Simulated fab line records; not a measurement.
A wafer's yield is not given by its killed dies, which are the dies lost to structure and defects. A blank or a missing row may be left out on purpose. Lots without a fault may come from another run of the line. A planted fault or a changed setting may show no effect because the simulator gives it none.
Which tool is to blame? | flow sfq-line | 6 lots, 18 wafers sampled, at 2 steps of a route of 325

## WHAT EACH GAUGE READ, for each wafer
SFQ_I4_BOW_MEAS_927.
lot  | measured     | on            | I4_BOW (um)
L434 | day 50 14:49 | film-metro-02 | 5 -10 3
L436 | day 50 17:50 | film-metro-03 | -12 -1 -6
L438 | day 51 23:48 | film-metro-03 | 11 4 2
L442 | day 62 00:40 | film-metro-02 | -6 1 6 - - -
L450 | day 62 20:28 | film-metro-03 | 11 13 12
L453 | day 63 03:01 | film-metro-04 | 9 10 1

## WHICH TOOL RAN EACH LOT (tool, then ch and the chambers of the sampled wafers, then the start)
lot  | SFQ_TRILAYER_I4_CMP_CMP_100
L434 | cmp-01 ch 0,1,3, day 50 11:48
L436 | cmp-01 ch 2,3, day 50 14:48
L438 | cmp-01 ch 0,1,2, day 51 20:48
L442 | cmp-02 ch 1,2,3, day 61 21:37
L450 | cmp-01 ch 0,2, day 62 17:58
L453 | cmp-01 ch 0,2,3, day 63 00:31
- SFQ_TRILAYER_I4_CMP_CMP_100: polishes SiO2.

## THE ANSWER, worked out from the rows above alone
Rule: what is usual is taken from the lots themselves. The widest of any qualifying gaps counts: lots, ordered by their means at a reading, are off when they make up no more than a third of the lots, leave a main group of 4 or more, and stand apart from it by 3 or more times the standard deviation of that group's means. Not used: any main group whose means are identical at the precision the tables above print for the reading. A lot without any number at a reading at which 4 lots or more have one is off too. The other lots that the step has rows for count as sound.
None of the lots is off at any reading shown; this tells nothing.

## WHAT THE SIMULATOR HAD INSERTED
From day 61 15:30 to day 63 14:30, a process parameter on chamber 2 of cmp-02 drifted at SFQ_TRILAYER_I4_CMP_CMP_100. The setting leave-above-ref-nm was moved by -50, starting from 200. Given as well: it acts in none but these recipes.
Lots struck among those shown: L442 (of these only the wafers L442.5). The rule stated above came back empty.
